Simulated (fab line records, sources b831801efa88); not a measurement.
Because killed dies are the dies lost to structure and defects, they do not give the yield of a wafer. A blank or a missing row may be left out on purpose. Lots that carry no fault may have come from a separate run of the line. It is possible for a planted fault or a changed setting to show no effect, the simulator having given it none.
Struck lot and sound lot, side by side :: flow gf180mcu :: 27 out of 602 route steps
Sound: the wafers L270.2, L270.4, L270.5. Wafers struck: L263.1, L263.3, L263.6. Last of all comes the cause.
For every step that has rows: the tool of each side, followed by ch and its chambers, followed by its first start. Under that, the readings that differ: sound wafers :: struck wafers :: difference of the means :: sigmas: that difference in standard deviations of wafers without a fault.
alike: readings with means less than 2 such deviations apart, plus words and numbers identical on both sides. not compared: withheld readings, readings lacking a value on some wafer, bounds such as >300 that could conceal the same value, and numbers that have no deviation in the record and whose values overlap.
A row with sigmas, a row that says differs or no value, or rows on one side alone: a step with any of these is where the two part. When numbers do not overlap yet have no deviation, they are printed without sigmas and do not part them. Lack of a reading on every wafer of one side parts them only where that side has two or more wafers.

first, 8 steps without rows for these wafers: GF_M2_PEB_12 (peb time 90 s); GF_M2_DEVELOP_13 (develop time 60 s); GF_M2_METAL_ETCH_16 (etches the open film in Cl2/BCl3, stops on SiO2, target depth 750.8 nm, time 125.1 s); GF_M2_STRIP_17 (strips in O2/N2); GF_M2_STRIP_18 (strips in post etch residue remover, time 1200 s); GF_M2_CLEAN_19 (cleans in DIW); GF_V2_CVD_00 (deposits SiO2, target thk 600 nm, time 100 s); GF_V2_CVD_02 (deposits SiO2 from TEOS, target thk 850 nm, time 94.851 s).
GF_V2_CMP_04: polishes SiO2.
  sound on cmp-02 ch 0,1, day 24 03:13; struck on cmp-01 ch 0,1,3, day 21 14:35
  no value came back on the struck wafers for edge zone pressure frac, head pressure psi (psi), motor current A (A), time to endpoint s (s); on the sound wafers edge zone pressure frac reads 1.000 0.997 0.993
reading: model.SiO2_of_V2_CVD_02.thk nm (nm)
sound: 632.3 633 630.9
struck: 838.2 850.5 854.2
difference: +215.6
sigmas: 
then, 9 steps without rows for these wafers: GF_V2_DEHYDRATE_06 (time 60 s); GF_V2_HMDS_07 (prime time 60 s); GF_V2_COAT_08; GF_V2_COAT_09 (resist thk 1000 nm); GF_V2_SOFTBAKE_10 (time 57.8 s); GF_V2_EXPOSE_11 (exposes mask Via2, target cd 260 nm); GF_V2_PEB_12 (peb time 90 s); GF_V2_DEVELOP_13 (develop time 60 s); GF_V2_ETCH_16 (etches BARC in N2/H2).
GF_V2_ETCH_17: etches SiO2 in C4F8/O2/Ar, stops on TiN, target depth 630 nm.
  sound on rie diel-01 ch 0,1,3; struck on rie diel-01 ch 0,1,2
reading: oes product au (a.u.)
sound: 0.860 0.859 0.855
struck: 1.563 1.600 1.609
difference: +0.733
sigmas: +99 or more

reading: model.etch.depth nm (nm)
sound: 632.3 633 630.9
struck: 783.6 804.4 811.5
difference: +167.8
sigmas: 

reading: model.V2.feature depth nm (nm)
sound: 632.3 633 630.9
struck: 783.6 804.4 811.5
difference: +167.8
sigmas: 
then, 6 steps without rows for these wafers: GF_V2_STRIP_18 (strips in O2/N2); GF_V2_STRIP_19 (strips in post etch residue remover, time 1200 s); GF_V2_CLEAN_20 (cleans in DIW); GF_V2_SPUTTER_21 (material Ti, target thk 15 nm, time 80.02 s); GF_V2_SPUTTER_22 (material TiN, target thk 10 nm, time 40 s); GF_V2_CVD_23 (deposits W, target thk 350 nm, time 104.94 s).
GF_V2_CMP_26: polishes, stops on SiO2, t overpolish 15 s, target thk 0 nm.
  sound on cmp-01 ch 0,2,3, day 25 00:08; struck on cmp-01 ch 1,2,3, day 22 15:17
reading: model.SiO2_of_V2_CVD_02.thk nm (nm)
sound: 628.5 629.2 627.1
struck: 834.4 846.7 850.4
difference: +215.6
sigmas: 
  alike: edge zone pressure frac, head pressure psi, motor current A
-- the record jumps here: 8 days lie between the struck wafers' starts before and after (it left off in module V2 and takes up again in module PASSIVATION, whose first step shown is number 602 of the route) --
GF_PASSIVATION_PROBE_99:
  only the struck wafers here have rows in the record (prober-02, day 30 20:01); the sound ones have none

## WHERE THEY PART
Earliest at GF_V2_CMP_04; latest, in this record, at GF_PASSIVATION_PROBE_99.

WHY: the cause the simulator had injected
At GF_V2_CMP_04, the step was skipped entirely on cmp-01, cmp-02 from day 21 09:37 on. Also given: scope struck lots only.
